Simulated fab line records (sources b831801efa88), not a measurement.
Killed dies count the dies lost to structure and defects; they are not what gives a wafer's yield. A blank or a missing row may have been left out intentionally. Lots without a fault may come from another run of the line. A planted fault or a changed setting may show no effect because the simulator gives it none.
Code-filled problem report in 8D (eight disciplines) form | flow sky130 | the parts of the form that need people (team, actions taken, sign-off) are left out

== 1. THE ISSUE ==
NWELL_2_TW at SKY_NWELL_TW_MEAS_26 reads a mean of 31 on 3 wafers of 1 lot; wafers without a fault read 495 with a standard deviation of 4.7. Relative to the usual mean, that is a shift of -99 standard deviations.
Earliest sighting: wafer L241.1 on film_metro-01 at day 6 19:32. The record has a number at this step for 39 wafers belonging to 13 lots. By rule, "out" or "out of limits" means more than 4 standard deviations away from the usual mean. The other wafers with a number count as sound.

== 2. WHAT IT IS; WHAT IT IS NOT ==
question                    | is                     | is not
which readings at this step | NWELL_2_TW             | -
which lots                  | L241                   | L235, L237, L238, L239, L250, L251, L252, L253, L254, L256, L257, L258
which wafers of those lots  | all that have a number | -
read on which gauges        | film_metro-01          | film_metro-02, film_metro-04
when                        | from day 6 19:32       | up to then (12 sound wafers); but 24 sound wafers of L250, L251, L252, L253, L254, L256, L257, L258 came after

== 3. THE SUSPECTS, EACH WITH WHAT RULES IT OUT ==
Counting: any tool at a process step up to the reading is kept as a suspect provided that every lot that is out went through it and no sound lot did after the first of them.
- the gauge at SKY_NWELL_TW_MEAS_26 is ruled out. All the wafers that are out were read on film_metro-01, but those of them that SKY_NWELL_STRIP_14 has rows for are out there too, on other tools.
- rie_si-01 at SKY_FIELD_ISO_ETCH_17 (etches Si in HBr/Cl2/O2, target depth 342 nm, time 97.7 s): ruled out as a lasting fault. Following L241 (day 3 11:52), the first lot on it that is out, the sound lots L252, L253, L258 were run on it.
- plasma_asher-04 at SKY_NWELL_STRIP_14 (strips in O2/N2): ruled out as a lasting fault. Following L241 (day 6 00:26), the first lot on it that is out, the sound lots L252, L254, L253, L256, L258 were run on it.
- plasma_asher-01 at SKY_NWELL_STRIP_25 (strips in O2/N2): ruled out as a lasting fault. Following L241 (day 6 19:26), the first lot on it that is out, the sound lots L251, L254, L253, L256, L257, L258 were run on it.
Left after counting: nothing in the record.

== 4. THE CAUSE (what the simulator had put in) ==
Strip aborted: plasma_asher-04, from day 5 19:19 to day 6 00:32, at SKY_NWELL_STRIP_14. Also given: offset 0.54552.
The count ruled it out by mistake, since the rule takes a fault to strike every lot its tool runs from the start of the fault on, and this one did not do so.

== 5. SEQUENCE OF EFFECTS, ordered by route ==
Each row: a reading where the mean over the struck wafers with a number is more than 3 standard deviations away from the usual. Readings are gone through only where the record gives a usual standard deviation; hours: the median, over the lots, of the time from a lot's start at the first step in this table giving one to that lot's start at this step; sigmas: the change measured in usual standard deviations.
hours | step                 | reading                  | usual      | on struck wafers | change | sigmas
0     | SKY_NWELL_STRIP_14   | oes_product_au           | 0.722 a.u. | 0.958            | +0.236 | +47
19    | SKY_NWELL_STRIP_25   | strip_time_to_endpoint_s | 36.94 s    | 48.64            | +11.70 | +99 or more
19    | SKY_NWELL_TW_MEAS_26 | NWELL_2_TW               | 495        | 31               | -464   | -99
Here are the process steps it includes:
- SKY_NWELL_STRIP_14: strips in O2/N2.
- SKY_NWELL_STRIP_25: strips in O2/N2.
Readings that are blank on the struck wafers while sound wafers have them: strip_time_to_endpoint_s at SKY_NWELL_STRIP_14.
Later steps that measure or inspect, where all struck wafers having a row at the step show a number for every such reading and not one has moved that far: SKY_VT_ADJUST_HVTR_CD_MEAS_07.

== 6. WHAT WOULD HAVE CAUGHT IT SOONER ==
24 hours passed between the start of the fault at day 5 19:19 and the first reading out of limits at a measuring or inspecting step in this record, taken at day 6 19:32.
Tool's own readings at SKY_NWELL_STRIP_14, oes_product_au: out on all struck wafers the step has rows for; an alarm limit on them would have tripped on the first.
